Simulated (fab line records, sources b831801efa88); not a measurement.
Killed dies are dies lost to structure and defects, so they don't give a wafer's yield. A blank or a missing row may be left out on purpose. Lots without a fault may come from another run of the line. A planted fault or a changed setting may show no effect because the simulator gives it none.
Tool commonality check | flow sky130 | 11 lots, 36 wafers sampled

WHY IT WAS OPENED
At SKY_POLY_GATE_THK_MEAS_01 the reading POLY_GATE_CVD_00_THK is flagged on 1 of 11 lots. Wafers without a fault read 179.7 nm, standard deviation 1.5.
Rule: a lot is flagged when every wafer of it that has a number lies more than 4 standard deviations from that mean, or none has a number. The other lots count as sound.

lot  | measured     | on            | POLY_GATE_CVD_00_THK (nm), wafer by wafer | flag
L618 | day 13 18:20 | film_metro-01 | 181.3 183.1 181.2                         |
L619 | day 14 12:32 | film_metro-03 | 179.0 179.6 178.8                         |
L622 | day 15 04:02 | film_metro-02 | 177.4 178.7 179.5                         |
L621 | day 15 04:03 | film_metro-03 | 178.1 177.7 178.3                         |
L623 | day 15 23:12 | film_metro-01 | 180.8 181.2 179.4                         |
L624 | day 16 05:55 | film_metro-01 | 182.7 183.1 183.0                         |
L626 | day 16 21:49 | film_metro-02 | 102.4 102.5 102.2 102.4 102.6 102.1       | FLAGGED
L636 | day 20 04:01 | film_metro-03 | 178.8 179.2 178.4                         |
L637 | day 20 19:51 | film_metro-02 | 180.8 179.6 179.1                         |
L640 | day 21 21:10 | film_metro-03 | 180.8 181.6 181.0                         |
L641 | day 22 07:26 | film_metro-01 | 179.6 181.5 179.0                         |
The numbers of the flagged lots are 102.4 nm on average: -77.3 nm against the usual, or -52 standard deviations.

WHICH TOOL RAN EACH LOT
The record holds 1 process step before the reading, out of a route of 708 steps. In each cell: the tool, then ch and the chambers that the sampled wafers went through, then the start.
lot  | flag    | SKY_POLY_GATE_CVD_00
L618 |         | lpcvd-01 ch 1, day 13 17:07
L619 |         | lpcvd-01 ch 1, day 14 11:18
L622 |         | lpcvd-01 ch 1, day 15 02:50
L621 |         | lpcvd-01 ch 0, day 15 02:50
L623 |         | lpcvd-01 ch 1, day 15 22:00
L624 |         | lpcvd-01 ch 1, day 16 04:42
L626 | FLAGGED | lpcvd-01 ch 0, day 16 20:37
L636 |         | lpcvd-01 ch 1, day 20 02:49
L637 |         | lpcvd-01 ch 0, day 20 18:39
L640 |         | lpcvd-01 ch 1, day 21 19:58
L641 |         | lpcvd-01 ch 1, day 22 06:14
What these steps do:
- SKY_POLY_GATE_CVD_00: deposits poly-Si, target thk 180 nm, time 720 s.
- SKY_POLY_GATE_THK_MEAS_01

FLAGGED OVER TOTAL, TOOL BY TOOL (the gauges that took the reading come last)
step                      | tool          | lots run | flagged | share of the flagged lots | sound lots run after its first flagged lot
SKY_POLY_GATE_CVD_00      | lpcvd-01      | 11       | 1       | all                       | 4 (L636,L637,L640,L641)
SKY_POLY_GATE_THK_MEAS_01 | film_metro-01 | 4        | 0       | none                      | -
SKY_POLY_GATE_THK_MEAS_01 | film_metro-02 | 3        | 1       | all                       | 1 (L637)
SKY_POLY_GATE_THK_MEAS_01 | film_metro-03 | 4        | 0       | none                      | -

WHAT THE TABLE ALLOWS
2 rows of the table ran every flagged lot: lpcvd-01 at SKY_POLY_GATE_CVD_00, film_metro-02 at SKY_POLY_GATE_THK_MEAS_01.
- lpcvd-01 at SKY_POLY_GATE_CVD_00: 1 of its 11 lots flagged. Sound lots ran on it after the first flagged one (L636, L637, L640, L641), which a lasting fault on the whole tool wouldn't allow. Its own readings lie more than 4 standard deviations out on every wafer of the flagged lots: spike_tc_bottom_C, spike_tc_centre_C, spike_tc_lower_C, spike_tc_top_C, spike_tc_upper_C, susceptor_temp_C.
- film_metro-02 at SKY_POLY_GATE_THK_MEAS_01: 1 of its 3 lots flagged. Sound lots ran on it after the first flagged one (L637), which a lasting fault on the whole tool wouldn't allow.
No row of the table ran every flagged lot and no sound lot after the first.

WHAT THE SIMULATOR HAD PUT IN
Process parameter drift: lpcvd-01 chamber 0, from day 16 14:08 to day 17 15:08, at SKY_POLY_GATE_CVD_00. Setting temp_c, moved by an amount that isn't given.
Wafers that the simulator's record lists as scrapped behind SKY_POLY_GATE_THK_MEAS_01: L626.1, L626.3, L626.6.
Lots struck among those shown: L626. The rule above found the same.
